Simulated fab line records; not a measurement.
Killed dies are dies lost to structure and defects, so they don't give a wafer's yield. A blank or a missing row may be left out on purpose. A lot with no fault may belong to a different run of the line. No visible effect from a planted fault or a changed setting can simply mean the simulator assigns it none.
2 desks looking at one fault ; flow gf180mcu ; only its own numbers are on each desk; what lay behind them is given at the end

== THE TOOL OWNER'S DESK: pecvd-04 ==
The tool's own readings at GF_MIM_CVD_05 (deposits Si3N4, target thk 42 nm, time 29.086 s): means of the sampled wafers that have a number, for each lot that ran on this tool. Marked OUT: a lot whose mean sits more than 4 standard deviations from the usual mean, which makes it out of limits; the brackets give that distance.
Columns: A = heaterPowerW at GF_MIM_CVD_05, usual 647 W
lot;first seen here;A
L941;day 26 14:14;658
L950;day 29 16:11;617
This desk's verdict: no lot among the 2 shows anything out of limits.

== FROM THE METROLOGY DESK ==
What the gauges read, lot by lot, whatever tool the lot ran on: means of the sampled wafers that have a number. Marked OUT: a lot whose mean sits more than 4 standard deviations from the usual mean, which makes it out of limits; the brackets give that distance.
Columns: A = V4_W_RS at GF_V4_RS_MEAS_24, usual 0.328 ohm/sq; B = V4_W_THK at GF_V4_THK_MEAS_25, usual 358 nm; C = MIM_CVD_05_THK at GF_MIM_THK_MEAS_06, usual 42.2 nm; D = MIM_ALCU_RS at GF_MIM_RS_MEAS_10, usual 0.1600 ohm/sq; E = MIM_ALCU_THK at GF_MIM_THK_MEAS_11, usual 205.5 nm; F = cdNm at GF_M5_CD_MEAS_07, usual 280.3 nm; G = M5_OVL at GF_M5_OVL_MEAS_08, usual 2 nm
lot;first seen here;A;B;C;D;E;F;G
L934;day 24 04:03;0.331;359;42.6;0.1586;208.6;279.7;-2
L941;day 26 13:32;0.326;356;41.5;0.1577;209.2;281.9;-6
L949;day 29 12:05;0.327;361;42.2;0.1615;203.1;281.1;-3
L950;day 29 15:30;0.328;358;42.0;0.1612;202.7;280.1;-3
L957;day 31 11:52;0.329;360;41.9;0.1607;204.5;280.5;3
This desk's verdict: no lot among the 5 shows anything out of limits.

== TAKEN TOGETHER ==
The desk of the tool owner found nothing out of limits.
Nothing out of limits was seen by the metrology desk.

== WHAT THE SIMULATOR HAD PUT IN ==
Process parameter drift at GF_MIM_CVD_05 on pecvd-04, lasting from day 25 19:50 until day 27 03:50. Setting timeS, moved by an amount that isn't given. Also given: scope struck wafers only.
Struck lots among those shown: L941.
